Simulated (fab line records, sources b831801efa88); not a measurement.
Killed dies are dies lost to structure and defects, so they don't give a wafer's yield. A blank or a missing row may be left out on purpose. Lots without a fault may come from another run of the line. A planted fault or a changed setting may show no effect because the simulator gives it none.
fab line records | flow sky130
record lots=6 wafers=18 last_day=49
route steps=708 shown DNWELL@37 PWDE@45 NWELL@56 PAD_OPEN@708
lots that met no fault: from a run of the same line without faults
start_h: hours from the record's first day to the start of the lot's first wafer shown | wait_h: hours since the lot's step before | " the same as in the row above | L1.1+2: a row that stands for several wafers | - no value, or no start given | * or withheld: withheld | < > ~ a bound
route shown NAME@n: a module of which the file shows steps, and the number in the route of the first | usual: mean/standard deviation of fault-free wafers | same: alike in all rows | chamber/n: place in a boat | sites: the reading at each site | _std_site: their standard deviation | _edge_site: outer sites' mean less inner sites' | radius_mm: how far each site lies from the wafer's centre | mask NAME#n: copy n | behind: the tool/chamber that last shaped the wafer | hold: why the lot was held/for how many hours/how that ended | device: the transistor (n, p or np) that didn't switch | end of line: the same wafers' tests at the end of the route | a step without rows: its recipe alone | killed: dies lost to structure and defects at the first sort, not the wafer's yield | map: a wafer's dies, x killed, . not, _ none there
set.NAME: the setting as run; set.NAME@STEP: as run at that earlier step | model.NAME: the simulator's own value behind a step, which no gauge read
lots at some steps of the route; a table a step, a row a wafer
services: from which hour (start_h, from the record's first day; less than 0 if before it) a tool's chamber was out of use, for how many hours, and why
## steps
# step SKY_DNWELL_COAT_02
# recipe spin_rpm=2000 resist_thk_nm=3000
# step SKY_DNWELL_SOFTBAKE_03
# recipe temp_c=110 time_s=withheld
# step SKY_DNWELL_EXPOSE_04
# recipe mask_id=DNM na=0.57 target_cd_nm=3000 dose_mj=222
# step SKY_DNWELL_PEB_05
# recipe temp_c=115 time_s=withheld
# step SKY_DNWELL_DEVELOP_06
# recipe wall_angle_deg=90 developer=TMAH develop_time_s=60 dev_temp_c=23
# step SKY_DNWELL_IMPLANT_07
# recipe species=P energy_kev=withheld dose_cm2=withheld tilt_deg=withheld
# step SKY_DNWELL_STRIP_08
# recipe chemistry=O2/N2 power_w=1400 pressure_mtorr=1500 platen_temp_c=withheld o2_flow_sccm=3000 n2_flow_sccm=300 overash_fraction=0.5
# usual drypump_motor_current_A=5.73/0.3 oes_product_au=0.722/0.0044 strip_time_to_endpoint_s=36.91/0.1
# columns lot.wafer tool chamber start_h wait_h drypump_motor_current_A oes_product_au rf_hours_counter_h strip_time_to_endpoint_s
L699.2 plasma_asher-02 1 64.28 0.1 5.72 0.719 24 36.85
L699.3 " 0 " " 5.35 0.722 - 36.95
L699.6 " 1 " " 5.73 0.714 - 36.80
L705.1 plasma_asher-03 1 95.90 0.1 5.91 0.728 42 37.10
L705.3 " 1 " " 5.92 0.721 - 37.03
L705.6 " 1 " " 5.92 0.719 - 37.02
L711.1 plasma_asher-04 0 127.08 0.1 6.11 0.724 0 36.92
L711.2 " 1 " " 5.73 0.722 0 36.94
L711.3 " 1 " " 5.70 0.721 - 36.77
L713.1 plasma_asher-04 0 138.13 0.1 6.12 0.728 1 37.01
L713.5 " 0 " " 6.12 0.717 - 36.94
L713.6 " 1 " " 5.68 0.728 - 36.96
L714.1 plasma_asher-02 1 148.76 0.1 5.72 0.725 32 36.99
L714.2 " 0 " " 5.39 0.723 32 36.98
L714.4 " 1 " " 5.70 0.718 - 37.12
L717.2 plasma_asher-04 1 167.68 0.1 5.67 0.724 4 36.97
L717.3 " 1 " " 5.74 0.718 - 36.90
L717.4 " 0 " " 6.14 0.719 - 36.93
# step SKY_DNWELL_TW_MEAS_09
# usual DNWELL_TW=1106/12
# columns lot.wafer tool chamber start_h wait_h DNWELL_TW
L699.2 film_metro-04 - 64.39 0.1 1101
L699.3 " - " " 1105
L699.6 " - " " 1109
L705.1 film_metro-01 - 96.00 0.1 1111
L705.3 " - " " 1103
L705.6 " - " " 1106
L711.1 film_metro-02 - 127.18 0.1 1127
L711.2 " - " " 1121
L711.3 " - " " 1121
L713.1 film_metro-01 - 138.23 0.1 1107
L713.5 " - " " 1099
L713.6 " - " " 1106
L714.1 film_metro-02 - 148.86 0.1 1113
L714.2 " - " " 1109
L714.4 " - " " 1117
L717.2 film_metro-01 - 167.79 0.1 1099
L717.3 " - " " 1099
L717.4 " - " " 1100
# step SKY_PWDE_DEHYDRATE_00
# recipe temp_c=200 time_s=60
# step SKY_PWDE_HMDS_01
# recipe prime_time_s=60 prime_temp_c=120
# step SKY_PWDE_COAT_02
# recipe spin_rpm=2000 resist_thk_nm=3000
# step SKY_PWDE_SOFTBAKE_03
# recipe temp_c=110 time_s=withheld
# step SKY_PWDE_EXPOSE_04
# recipe mask_id=PWDEM na=0.6 source_shape=conventional sigma_outer=0.6 polarization=unpolarized target_cd_nm=840 dose_mj=214
# columns lot.wafer tool chamber start_h wait_h mask
L699.2+3+6 iline_stepper-02 0 73.24 - PWDEM#0
L705.1+3+6 iline_stepper-01 0 104.60 - PWDEM#0
L711.1+2+3 iline_stepper-01 0 136.55 - PWDEM#0
L713.1+5+6 iline_stepper-01 0 147.35 - PWDEM#0
L714.1+2+4 iline_stepper-01 0 158.93 - PWDEM#0
L717.2+3+4 iline_stepper-02 0 177.70 - PWDEM#0
# step SKY_PWDE_PEB_05
# recipe temp_c=115 time_s=withheld
# step SKY_PWDE_DEVELOP_06
# recipe wall_angle_deg=90 developer=TMAH develop_time_s=60 dev_temp_c=23
# step SKY_PWDE_OVL_MEAS_07
# usual PWDE_OVL=0.0/1.4
# columns lot.wafer tool chamber start_h wait_h PWDE_OVL[nm]
L699.2 overlay-01 - 81.40 - -0.3
L699.3 " - " " 0.7
L699.6 " - " " 0.5
L705.1 overlay-01 - 113.98 - 1.3
L705.3 " - " " 0.0
L705.6 " - " " -0.5
L711.1 overlay-01 - 145.90 - 0.2
L711.2 " - " " 0.3
L711.3 " - " " 0.7
L713.1 overlay-01 - 156.53 - 0.2
L713.5 " - " " -0.3
L713.6 " - " " 1.3
L714.1 overlay-02 - 168.73 - 1.2
L714.2 " - " " 1.4
L714.4 " - " " 1.6
L717.2 overlay-02 - 187.20 - 0.1
L717.3 " - " " -0.8
L717.4 " - " " 0.9
# step SKY_PWDE_IMPLANT_08
# recipe species=B energy_kev=150 dose_cm2=3.6e+12 tilt_deg=withheld
# step SKY_PWDE_STRIP_09
# recipe chemistry=O2/N2 power_w=1400 pressure_mtorr=1500 platen_temp_c=withheld o2_flow_sccm=3000 n2_flow_sccm=300 overash_fraction=0.5
# usual drypump_motor_current_A=5.59/0.22 oes_product_au=0.722/0.004 strip_time_to_endpoint_s=36.92/0.089
# columns lot.wafer tool chamber start_h wait_h drypump_motor_current_A oes_product_au rf_hours_counter_h strip_time_to_endpoint_s
L699.2 plasma_asher-02 0 81.58 0.1 5.37 0.719 26 36.84
L699.3 " 0 " " 5.36 0.727 - 36.79
L699.6 " 0 " " 5.39 0.718 - 36.91
L705.1 plasma_asher-02 0 114.17 0.1 5.36 0.720 29 36.96
L705.3 " 0 " " 5.37 0.723 - 36.90
L705.6 " 1 " " 5.72 0.726 - 36.88
L711.1 plasma_asher-01 1 146.08 0.1 5.44 0.726 46 37.00
L711.2 " 0 " " 5.56 0.721 46 36.90
L711.3 " 1 " " 5.44 0.722 - 36.99
L713.1 plasma_asher-04 0 156.72 0.1 6.08 0.720 3 36.97
L713.5 " 0 " " 6.08 0.724 - 37.02
L713.6 " 1 " " 5.65 0.725 - 36.97
L714.1 plasma_asher-01 1 168.92 0.1 5.42 0.723 49 36.89
L714.2 " 0 " " 5.53 0.721 49 36.91
L714.4 " 0 " " 5.52 0.728 - 36.99
L717.2 plasma_asher-04 0 187.38 0.1 6.10 0.719 6 36.87
L717.3 " 0 " " 6.12 0.723 - 36.93
L717.4 " 1 " " 5.72 0.721 - 36.92
# step SKY_PWDE_TW_MEAS_10
# usual PWDE_TW=372/4
# columns lot.wafer tool chamber start_h wait_h PWDE_TW
L699.2 film_metro-01 - 81.69 0.1 370
L699.3 " - " " 371
L699.6 " - " " 370
L705.1 film_metro-04 - 114.27 0.1 365
L705.3 " - " " 366
L705.6 " - " " 366
L711.1 film_metro-02 - 146.18 0.1 376
L711.2 " - " " 373
L711.3 " - " " 375
L713.1 film_metro-01 - 156.82 0.1 370
L713.5 " - " " 371
L713.6 " - " " 371
L714.1 film_metro-01 - 169.02 0.1 373
L714.2 " - " " 375
L714.4 " - " " 374
L717.2 film_metro-01 - 187.49 0.1 378
L717.3 " - " " 376
L717.4 " - " " 377
# step SKY_NWELL_DEHYDRATE_03
# recipe temp_c=200 time_s=60
# step SKY_NWELL_HMDS_04
# recipe prime_time_s=60 prime_temp_c=120
# step SKY_NWELL_COAT_05
# recipe spin_rpm=2000 resist_thk_nm=3000
# step SKY_NWELL_SOFTBAKE_06
# recipe temp_c=110 time_s=withheld
# step SKY_NWELL_EXPOSE_07
# recipe mask_id=NWM na=0.6 source_shape=conventional sigma_outer=0.6 polarization=unpolarized target_cd_nm=840 dose_mj=255
# step SKY_NWELL_PEB_08
# recipe temp_c=115 time_s=withheld
# step SKY_NWELL_DEVELOP_09
# recipe wall_angle_deg=90 developer=TMAH develop_time_s=60 dev_temp_c=23
# step SKY_NWELL_OVL_MEAS_10
# usual NWELL_00_OVL=0.9/1.2
# columns lot.wafer tool chamber start_h wait_h NWELL_00_OVL[nm]
L699.2 overlay-01 - 99.79 - -0.1
L699.3 " - " " 0.5
L699.6 " - " " -1.1
L705.1 overlay-02 - 132.63 - 0.0
L705.3 " - " " -0.5
L705.6 " - " " 0.9
L711.1 overlay-02 - 165.58 - 0.4
L711.2 " - " " 0.5
L711.3 " - " " 0.5
L713.1 overlay-02 - 177.03 - -0.1
L713.5 " - " " -0.4
L713.6 " - " " 0.8
L714.1 overlay-02 - 189.28 - -0.5
L714.2 " - " " 1.1
L714.4 " - " " -0.6
L717.2 overlay-01 - 207.74 - 1.4
L717.3 " - " " 1.7
L717.4 " - " " 0.3
# step SKY_NWELL_IMPLANT_11
# recipe species=P energy_kev=400 dose_cm2=1.9e+13 tilt_deg=withheld
# step SKY_NWELL_IMPLANT_12
# recipe species=P energy_kev=120 dose_cm2=1.3e+12 tilt_deg=withheld
# step SKY_NWELL_IMPLANT_13
# recipe species=P energy_kev=50 dose_cm2=7e+11 tilt_deg=withheld
# step SKY_NWELL_STRIP_14
# recipe chemistry=O2/N2 power_w=1400 pressure_mtorr=1500 platen_temp_c=withheld o2_flow_sccm=3000 n2_flow_sccm=300 overash_fraction=0.5
# usual drypump_motor_current_A=5.53/0.24 oes_product_au=0.722/0.0044 strip_time_to_endpoint_s=36.89/0.11
# columns lot.wafer tool chamber start_h wait_h drypump_motor_current_A oes_product_au rf_hours_counter_h strip_time_to_endpoint_s
L699.2 plasma_asher-01 1 100.27 0.1 5.42 0.722 41 37.02
L699.3 " 1 " " 5.44 0.727 - 36.97
L699.6 " 0 " " 5.53 0.720 - 37.11
L705.1 plasma_asher-02 1 133.12 0.1 5.71 0.719 31 36.96
L705.3 " 1 " " 5.72 0.723 - 36.97
L705.6 " 0 " " 5.36 0.723 - 36.86
L711.1 plasma_asher-03 1 166.07 0.1 5.92 0.723 49 36.90
L711.2 " 0 " " 5.18 0.726 49 36.92
L711.3 " 1 " " 5.94 0.723 - 36.89
L713.1 plasma_asher-03 0 177.52 0.1 5.19 0.721 51 36.92
L713.5 " 0 " " 5.21 0.722 - 36.85
L713.6 " 1 " " 5.89 0.722 - 36.85
L714.1 plasma_asher-02 0 189.77 0.1 5.37 0.720 36 36.80
L714.2 " 1 " " 5.72 0.721 36 36.69
L714.4 " 0 " " 5.39 0.721 - 36.85
L717.2 plasma_asher-02 1 208.22 0.1 5.70 0.720 38 37.05
L717.3 " 0 " " 5.35 0.724 - 37.10
L717.4 " 1 " " 5.72 0.722 - 37.15
# step SKY_NWELL_TW_MEAS_15
# usual NWELL_TW=1814/19
# columns lot.wafer tool chamber start_h wait_h NWELL_TW
L699.2 film_metro-02 - 100.38 0.1 1830
L699.3 " - " " 1825
L699.6 " - " " 1819
L705.1 film_metro-02 - 133.22 0.1 1831
L705.3 " - " " 1842
L705.6 " - " " 1833
L711.1 film_metro-04 - 166.17 0.1 1777
L711.2 " - " " 1775
L711.3 " - " " 1780
L713.1 film_metro-02 - 177.62 0.1 1846
L713.5 " - " " 1841
L713.6 " - " " 1837
L714.1 film_metro-01 - 189.87 0.1 1828
L714.2 " - " " 1824
L714.4 " - " " 1829
L717.2 film_metro-04 - 208.33 0.1 1781
L717.3 " - " " 1782
L717.4 " - " " 1774
# step SKY_NWELL_DEHYDRATE_16
# recipe temp_c=200 time_s=60
# step SKY_NWELL_HMDS_17
# recipe prime_time_s=60 prime_temp_c=120
# step SKY_NWELL_COAT_18
# recipe spin_rpm=2000 resist_thk_nm=3000
# step SKY_NWELL_SOFTBAKE_19
# recipe temp_c=110 time_s=withheld
# step SKY_NWELL_EXPOSE_20
# recipe mask_id=NWM_COMPLEMENT na=0.6 source_shape=conventional sigma_outer=0.6 polarization=unpolarized target_cd_nm=840 dose_mj=260
# step SKY_NWELL_PEB_21
# recipe temp_c=115 time_s=withheld
# step SKY_NWELL_DEVELOP_22
# recipe wall_angle_deg=90 developer=TMAH develop_time_s=60 dev_temp_c=23
# step SKY_NWELL_OVL_MEAS_23
# usual NWELL_01_OVL=0.6/1.4
# columns lot.wafer tool chamber start_h wait_h NWELL_01_OVL[nm]
L699.2 overlay-01 - 119.19 - -0.2
L699.3 " - " " 0.4
L699.6 " - " " 0.5
L705.1 overlay-01 - 150.43 - 0.9
L705.3 " - " " -1.5
L705.6 " - " " -1.4
L711.1 overlay-02 - 185.81 - 2.3
L711.2 " - " " 2.7
L711.3 " - " " 2.2
L713.1 overlay-01 - 197.80 - -1.1
L713.5 " - " " 1.2
L713.6 " - " " 1.2
L714.1 overlay-02 - 210.38 - 0.4
L714.2 " - " " -0.1
L714.4 " - " " 1.1
L717.2 overlay-02 - 230.63 - 0.0
L717.3 " - " " 0.8
L717.4 " - " " 0.2
# step SKY_NWELL_IMPLANT_24
# recipe species=B energy_kev=140 dose_cm2=9.2e+12 tilt_deg=withheld
# step SKY_NWELL_STRIP_25
# recipe chemistry=O2/N2 power_w=1400 pressure_mtorr=1500 platen_temp_c=withheld o2_flow_sccm=3000 n2_flow_sccm=300 overash_fraction=0.5
# usual drypump_motor_current_A=5.54/0.24 oes_product_au=0.723/0.0046 strip_time_to_endpoint_s=36.85/0.1
# columns lot.wafer tool chamber start_h wait_h drypump_motor_current_A oes_product_au rf_hours_counter_h strip_time_to_endpoint_s
L699.2 plasma_asher-03 0 119.37 0.1 5.21 0.720 44 36.63
L699.3 " 1 " " 5.93 0.720 - 36.77
L699.6 " 1 " " 5.92 0.729 - 36.79
L705.1 plasma_asher-03 1 150.62 0.1 5.92 0.718 48 36.95
L705.3 " 0 " " 5.21 0.726 - 37.01
L705.6 " 1 " " 5.92 0.726 - 36.96
L711.1 plasma_asher-03 0 186.00 0.1 5.21 0.719 52 36.83
L711.2 " 1 " " 5.90 0.719 52 36.87
L711.3 " 1 " " 5.91 0.731 - 36.81
L713.1 plasma_asher-03 1 197.99 0.1 5.90 0.718 53 36.99
L713.5 " 0 " " 5.21 0.722 - 37.01
L713.6 " 1 " " 5.91 0.727 - 36.93
L714.1 plasma_asher-01 1 210.56 0.1 5.45 0.729 52 36.81
L714.2 " 0 " " 5.54 0.724 52 36.82
L714.4 " 1 " " 5.45 0.726 - 36.90
L717.2 plasma_asher-02 1 230.81 0.1 5.71 0.719 41 36.79
L717.3 " 0 " " 5.37 0.726 - 36.82
L717.4 " 1 " " 5.72 0.725 - 36.67
# step SKY_PAD_OPEN_PROBE_99
# usual killed_at_M0_to_M3=45/6.6 killed_at_M4_up=3.1/1.6 killed_at_contacts=24/5 killed_at_front_end=14/4.4 killed_at_other=0.3/0.58 killed_dies=87/9.2 killed_open=47/6.7 killed_short=40/6.4
# same gross_dies=492 killed_at_back_side=0
# columns lot.wafer tool chamber start_h wait_h killed_at_M0_to_M3 killed_at_M4_up killed_at_contacts killed_at_front_end killed_at_other killed_dies killed_open killed_short model.etest.res_p_drift_20v.width_nm
L699.2 prober-01 - 1088.17 0.1 29 4 19 13 1 66 36 30 838.6
L699.3 prober-01 - 1088.22 0.2 54 3 21 14 1 93 45 48 840.7
L699.6 prober-01 - 1088.37 0.2 30 3 19 18 0 70 39 31 838
L705.1 prober-01 - 1121.63 0.1 30 3 28 15 0 76 46 30 829.4
L705.3 prober-01 - 1121.73 0.2 53 6 19 14 1 93 48 45 833
L705.6 prober-01 - 1121.88 0.2 39 1 24 20 0 84 52 32 829.5
L711.1 prober-01 - 1154.91 0.1 50 2 24 24 0 100 49 51 835.6
L711.2 prober-01 - 1154.96 0.1 60 2 32 14 0 108 56 52 839.8
L711.3 prober-01 - 1155.01 0.2 45 4 28 21 0 98 60 38 836
L713.1 prober-01 - 1171.35 0.1 43 3 17 22 0 85 45 40 863.2
L713.5 prober-01 - 1171.55 0.2 33 5 29 11 0 78 44 34 870.7
L713.6 prober-01 - 1171.60 0.2 40 2 38 20 0 100 52 48 827.9
L714.1 prober-01 - 1183.81 0.1 40 2 28 16 0 86 44 42 866.3
L714.2 prober-01 - 1183.86 0.1 40 3 39 16 1 99 53 46 867.3
L714.4 prober-01 - 1183.96 0.2 51 1 26 11 0 89 53 36 833.7
L717.2 prober-02 - 1184.95 0.1 51 1 29 16 0 97 58 39 832.3
L717.3 prober-02 - 1185.00 0.2 49 4 22 15 0 90 60 30 829
L717.4 prober-02 - 1185.05 0.2 47 2 20 21 0 90 46 44 830.9
# killed by level:class
L699.2 LI_CONTACT:geometric_particle:open=7 METAL2:geometric_particle:short=5 LOCAL_INTERCONNECT:geometric_particle:short=4 CONTACT:geometric_particle:open=4 VIA3:geometric_particle:open=4 FIELD_ISO:geometric_particle:open=3 POLY_GATE:geometric_particle:open=3 VIA1:geometric_particle:open=3
L699.3 METAL1:geometric_particle:short=9 CONTACT:geometric_particle:open=8 VIA2:geometric_particle:open=8 LOCAL_INTERCONNECT:geometric_particle:short=7 VIA3:geometric_particle:open=7 VIA1:geometric_particle:open=6 METAL2:geometric_particle:short=6 METAL2:geometric_particle:open=5
L699.6 LI_CONTACT:geometric_particle:open=8 VIA1:geometric_particle:open=8 FIELD_ISO:geometric_particle:short=6 VIA2:geometric_particle:open=6 METAL2:geometric_particle:short=5 CONTACT:geometric_particle:open=5 FIELD_ISO:geometric_particle:open=4 POLY_GATE:geometric_particle:short=4
L705.1 VIA1:geometric_particle:open=10 LI_CONTACT:geometric_particle:open=9 CONTACT:geometric_particle:open=9 FIELD_ISO:geometric_particle:open=8 METAL2:geometric_particle:short=6 METAL1:geometric_particle:short=5 CONTACT:geometric_particle:short=5 POLY_GATE:geometric_particle:short=4
L705.3 VIA3:geometric_particle:open=12 CONTACT:geometric_particle:open=8 VIA2:geometric_particle:open=7 VIA1:geometric_particle:open=7 CONTACT:geometric_particle:short=6 METAL1:geometric_particle:open=6 FIELD_ISO:geometric_particle:short=5 VIA2:geometric_particle:short=5
L705.6 CONTACT:geometric_particle:open=11 VIA1:geometric_particle:open=10 POLY_GATE:geometric_particle:open=7 POLY_GATE:geometric_particle:short=5 LI_CONTACT:geometric_particle:open=5 FIELD_ISO:geometric_particle:short=4 METAL1:geometric_particle:open=4 LI_CONTACT:geometric_particle:short=4
L711.1 CONTACT:geometric_particle:open=10 VIA1:geometric_particle:open=10 VIA1:geometric_particle:short=8 FIELD_ISO:geometric_particle:short=7 VIA3:geometric_particle:open=6 POLY_GATE:geometric_particle:open=5 METAL1:geometric_particle:short=5 VIA2:geometric_particle:open=5
L711.2 CONTACT:geometric_particle:open=15 VIA1:geometric_particle:open=12 VIA1:geometric_particle:short=8 METAL2:geometric_particle:short=8 METAL1:geometric_particle:short=7 VIA2:geometric_particle:open=7 LI_CONTACT:geometric_particle:open=6 LOCAL_INTERCONNECT:geometric_particle:short=6
L711.3 CONTACT:geometric_particle:open=12 FIELD_ISO:geometric_particle:open=9 LI_CONTACT:geometric_particle:open=9 VIA1:geometric_particle:open=9 VIA1:geometric_particle:short=6 METAL2:geometric_particle:short=6 VIA3:geometric_particle:open=5 VIA2:geometric_particle:open=5
L713.1 VIA3:geometric_particle:short=8 CONTACT:geometric_particle:open=8 VIA1:geometric_particle:short=8 POLY_GATE:geometric_particle:open=7 VIA2:geometric_particle:open=6 VIA1:geometric_particle:open=6 LI_CONTACT:geometric_particle:open=5 POLY_GATE:geometric_particle:short=4
L713.5 CONTACT:geometric_particle:open=9 LI_CONTACT:geometric_particle:open=7 CONTACT:geometric_particle:short=6 VIA3:geometric_particle:open=6 VIA1:geometric_particle:open=5 VIA2:geometric_particle:open=5 POLY_GATE:geometric_particle:short=4 LOCAL_INTERCONNECT:geometric_particle:short=4
L713.6 LI_CONTACT:geometric_particle:open=10 CONTACT:geometric_particle:open=10 LOCAL_INTERCONNECT:geometric_particle:short=8 VIA1:geometric_particle:open=8 METAL1:geometric_particle:short=7 CONTACT:geometric_particle:short=5 METAL2:geometric_particle:short=5 VIA2:geometric_particle:short=5
L714.1 CONTACT:geometric_particle:open=11 CONTACT:geometric_particle:short=10 VIA3:geometric_particle:open=10 VIA1:geometric_particle:open=9 FIELD_ISO:geometric_particle:short=5 POLY_GATE:geometric_particle:short=5 LOCAL_INTERCONNECT:geometric_particle:short=5 METAL2:geometric_particle:short=3
L714.2 LI_CONTACT:geometric_particle:open=16 LOCAL_INTERCONNECT:geometric_particle:short=8 CONTACT:geometric_particle:open=7 VIA1:geometric_particle:open=7 VIA1:geometric_particle:short=6 POLY_GATE:geometric_particle:short=5 VIA2:geometric_particle:short=5 FIELD_ISO:geometric_particle:short=4
L714.4 VIA1:geometric_particle:open=13 VIA3:geometric_particle:open=9 LI_CONTACT:geometric_particle:open=8 CONTACT:geometric_particle:short=8 CONTACT:geometric_particle:open=7 METAL2:geometric_particle:short=5 VIA2:geometric_particle:open=5 VIA3:geometric_particle:short=5
L717.2 VIA1:geometric_particle:open=16 CONTACT:geometric_particle:open=9 LI_CONTACT:geometric_particle:open=8 VIA2:geometric_particle:open=8 LOCAL_INTERCONNECT:geometric_particle:short=7 METAL2:geometric_particle:short=6 POLY_GATE:geometric_particle:open=6 VIA3:geometric_particle:open=6
L717.3 VIA1:geometric_particle:open=15 VIA3:geometric_particle:open=8 CONTACT:geometric_particle:open=8 LI_CONTACT:geometric_particle:open=7 VIA2:geometric_particle:open=7 FIELD_ISO:geometric_particle:open=5 FIELD_ISO:geometric_particle:short=4 CONTACT:geometric_particle:short=4
L717.4 VIA3:geometric_particle:open=11 LI_CONTACT:geometric_particle:open=8 METAL1:geometric_particle:short=8 METAL2:geometric_particle:short=7 VIA1:geometric_particle:open=6 FIELD_ISO:geometric_particle:open=5 POLY_GATE:geometric_particle:short=5 FIELD_ISO:geometric_particle:short=4
## services
# columns tool chamber start_h hours kind
plasma_asher-03 - 40.52 2.0 repair
iline_stepper-01 - 60.22 1.9 repair
plasma_asher-04 - 108.75 9.0 pm
plasma_asher-04 0 108.75 15.6 vent_cycle
plasma_asher-04 1 108.75 15.6 vent_cycle
plasma_asher-04 - 110.18 14.2 repair
plasma_asher-04 0 117.75 - clean
plasma_asher-04 1 117.75 - clean
iline_stepper-02 - 139.26 1.7 pm
plasma_asher-02 - 157.88 2.9 repair
iline_stepper-01 - 163.71 8.9 pm
iline_stepper-02 - 174.78 - consumable_replace:lamp
iline_stepper-01 - 186.75 1.5 repair
plasma_asher-01 - 188.37 2.8 pm
iline_stepper-01 - 201.50 2.1 pm
iline_stepper-01 - 203.58 - consumable_replace:lamp
plasma_asher-03 - 207.66 15.6 pm
plasma_asher-01 - 207.74 0.8 repair
iline_stepper-01 - 211.61 12.5 repair
iline_stepper-01 - 216.43 22.5 repair
## key
first_sign none at tools or gauges
model_effect step=SKY_PAD_OPEN_PROBE_99 value=etest.res_p_drift_20v.width_nm without=832.2 struck=866.9
met_at SKY_PWDE_EXPOSE_04
struck_wafers L713.1,L713.5,L714.1,L714.2
tester_left_out L713,L714
onset_between 136.55 147.35
fault kind=process_parameter_drift tool=iline_stepper-01 chamber=- onset_h=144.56 steps=SKY_PWDE_EXPOSE_04 channel=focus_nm offset=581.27 shape=step end_h=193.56 scope=struck_wafers_only
# tester_left_out: of these lots the tester's yield and bins aren't shown, on N5 and GAA mostly nor the transistor test; their killed dies are dies lost to structure and defects alone, not to doping, threshold or leakage, so they don't give the yield
